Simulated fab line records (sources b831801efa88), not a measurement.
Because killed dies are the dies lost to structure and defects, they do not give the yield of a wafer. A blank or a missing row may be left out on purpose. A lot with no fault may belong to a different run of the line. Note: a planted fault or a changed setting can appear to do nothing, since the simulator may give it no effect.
Struck lot and sound lot, side by side	flow sfq_line	14 steps out of a route of 325
Sound: the wafers L617.1, L617.2, L617.3. Wafers L622.2, L622.4, L622.5 were the ones struck. The cause is given at the end.
Per side, at each step with rows, come the tool, then ch with its chambers, and then its first start. Under that, the readings that differ: sound wafers	struck wafers	difference of the means	sigmas: that difference in standard deviations of wafers without a fault.
alike: words and numbers the same on both sides, and readings whose means are apart by under 2 such deviations; not compared: readings that were withheld, readings missing a value for some wafer, numbers with overlapping values and no deviation given by the record, and bounds like >300 which may hide the same value.
A row with sigmas, a row that says differs or no value, or rows on one side alone: a step with any of these is where the two part. Non-overlapping numbers with no deviation appear without sigmas and do not part them. Lack of a reading on every wafer of one side parts them only where that side has two or more wafers.

first, 6 steps without rows for these wafers: SFQ_TRILAYER_M5_LITHO_COAT_128 (resist thk 62 nm); SFQ_TRILAYER_M5_LITHO_COAT_123 (resist thk 600 nm); SFQ_TRILAYER_M5_LITHO_SOFTBAKE_127; SFQ_TRILAYER_M5_LITHO_EXPOSE_124 (exposes mask M5, target cd 700 nm); SFQ_TRILAYER_M5_LITHO_PEB_126 (peb time 60 s); SFQ_TRILAYER_M5_LITHO_DEVELOP_125 (time 60 s).
SFQ_M5_OVL_MEAS_932:
  sound on overlay-01, day 56 06:41; struck on overlay-01, day 58 00:41
  alike: M5_OVL
SFQ_TRILAYER_M5_BARC_OPEN_METAL_ETCH_161: etches BARC in O2, target depth 125 nm, time 41.7 s.
  sound on rie_metal-01 ch 0,1, day 56 06:43; struck on rie_metal-01 ch 0,1, day 58 00:43
  alike: drypump_motor_current_A, oes_product_au
  not compared: rf_hours_counter_h
SFQ_TRILAYER_M5_ETCH_METAL_ETCH_126: etches Nb in Cl2/BCl3, stops on SiO2, time 203.2 s, target depth 265 nm.
  sound on rie_metal-01 ch 0,1, day 56 06:47; struck on rie_metal-01 ch 0,1, day 58 00:47
  alike: drypump_motor_current_A, oes_product_au
  not compared: rf_hours_counter_h
SFQ_TRILAYER_M5_STRIP_STRIP_127: strips in O2.
  sound on rie_metal-01 ch 0,1, day 56 06:59; struck on rie_metal-01 ch 0,1, day 58 00:59
  alike: drypump_motor_current_A, oes_product_au
  not compared: rf_hours_counter_h
then, 1 step without rows for these wafers: SFQ_TRILAYER_M5_STRIP_SOLV_CLEAN_128 (cleans in NMP, time 600 s).
SFQ_TRILAYER_A5B_DEP_PECVD_129: deposits SiO2 from SiH4/N2O, time 133.33 s, target thk 600 nm.
  sound on pecvd-01 ch 0,1,2, day 56 07:45; struck on pecvd-02 ch 1,2, day 58 01:45
  alike: heater_power_w, throttle_valve_pct
SFQ_TRILAYER_A5B_CMP_CMP_130: polishes, stops on Nb, target thk 340.7 nm.
  sound on cmp-02 ch 0,1,2, day 56 08:52; struck on cmp-01 ch 0,2, day 58 02:20
reading	sound	struck	difference	sigmas
head_pressure_psi (psi)	2.989 3.006 2.985	2.911 2.900 2.907	-0.087	-13
  alike: motor_current_A
SFQ_TRILAYER_A5B_METRO_MEASURE_131:
  sound on film_metro-03, day 56 11:22; struck on film_metro-03, day 58 05:02
  alike: thk_nm

WHERE THEY PART
Only at SFQ_TRILAYER_A5B_CMP_CMP_130, as far as this record shows. Later steps at which nothing parts them and some readings are alike: SFQ_TRILAYER_A5B_METRO_MEASURE_131.

WHY: what the simulator had put in
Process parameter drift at SFQ_TRILAYER_A5B_CMP_CMP_130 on cmp-01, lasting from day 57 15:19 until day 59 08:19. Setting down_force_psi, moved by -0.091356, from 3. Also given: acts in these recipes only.
